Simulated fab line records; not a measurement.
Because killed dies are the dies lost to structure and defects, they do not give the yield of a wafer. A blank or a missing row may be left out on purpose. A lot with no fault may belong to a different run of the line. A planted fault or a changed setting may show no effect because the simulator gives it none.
Matching of chambers || flow gf180mcu || rieDiel-01 running GF_SAB_ETCH_11: 4 sister chambers
The step etches SiO2 in C4F8/O2/Ar, target depth 55 nm, time 8.5 s. 4 wafers are shown with their chamber, then 8 later ones without.

== EACH WAFER AND ITS CHAMBER ==
{"wafer": "L083.1", "chamber": 0, "oesProductAu (a.u.)": 1.016}
{"wafer": "L083.2", "chamber": 1, "oesProductAu (a.u.)": 0.981}
{"wafer": "L083.3", "chamber": 2, "oesProductAu (a.u.)": 1.006}
{"wafer": "L083.4", "chamber": 3, "oesProductAu (a.u.)": 1.021}

== WAFERS WHOSE CHAMBER IS MISSING ==
{"wafer": "L083.5", "oesProductAu (a.u.)": 0.975}
{"wafer": "L083.6", "oesProductAu (a.u.)": 1.017}
{"wafer": "L087.1", "oesProductAu (a.u.)": 1.001}
{"wafer": "L087.2", "oesProductAu (a.u.)": 1.014}
{"wafer": "L087.3", "oesProductAu (a.u.)": 0.989}
{"wafer": "L087.4", "oesProductAu (a.u.)": 1.021}
{"wafer": "L087.5", "oesProductAu (a.u.)": 1.017}
{"wafer": "L087.6", "oesProductAu (a.u.)": 1.011}

== EACH ONE'S CHAMBER ==
{"wafer": "L083.5", "from the rows above": 1, "in truth": 1}
{"wafer": "L083.6", "from the rows above": "can't be placed: 0 or 3", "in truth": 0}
{"wafer": "L087.1", "from the rows above": 2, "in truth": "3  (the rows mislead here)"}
{"wafer": "L087.2", "from the rows above": "can't be placed: 0 or 3 or 2", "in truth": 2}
{"wafer": "L087.3", "from the rows above": 1, "in truth": 1}
{"wafer": "L087.4", "from the rows above": "can't be placed: 3 or 0", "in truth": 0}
{"wafer": "L087.5", "from the rows above": "can't be placed: 0 or 3", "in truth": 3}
{"wafer": "L087.6", "from the rows above": "can't be placed: 2 or 0 or 3", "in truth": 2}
Correct placement for 2 of the 8. Unplaceable from these rows: 5, with the true chamber sitting among the candidates in 5. Wrongly placed: 1.
How it was worked out, from the rows above alone: a wafer's distance from a chamber is the root of the sum, over the readings, of the square of ((its reading less the chamber's mean) divided by the reading's scatter). The wafer belongs to the nearest chamber; if the next one is less than 2 further off, it can't be placed. A chamber's mean is the mean of its shown wafers. The scatter: root of mean squared gap, hidden wafer to nearest shown wafer, with one shown wafer a chamber.
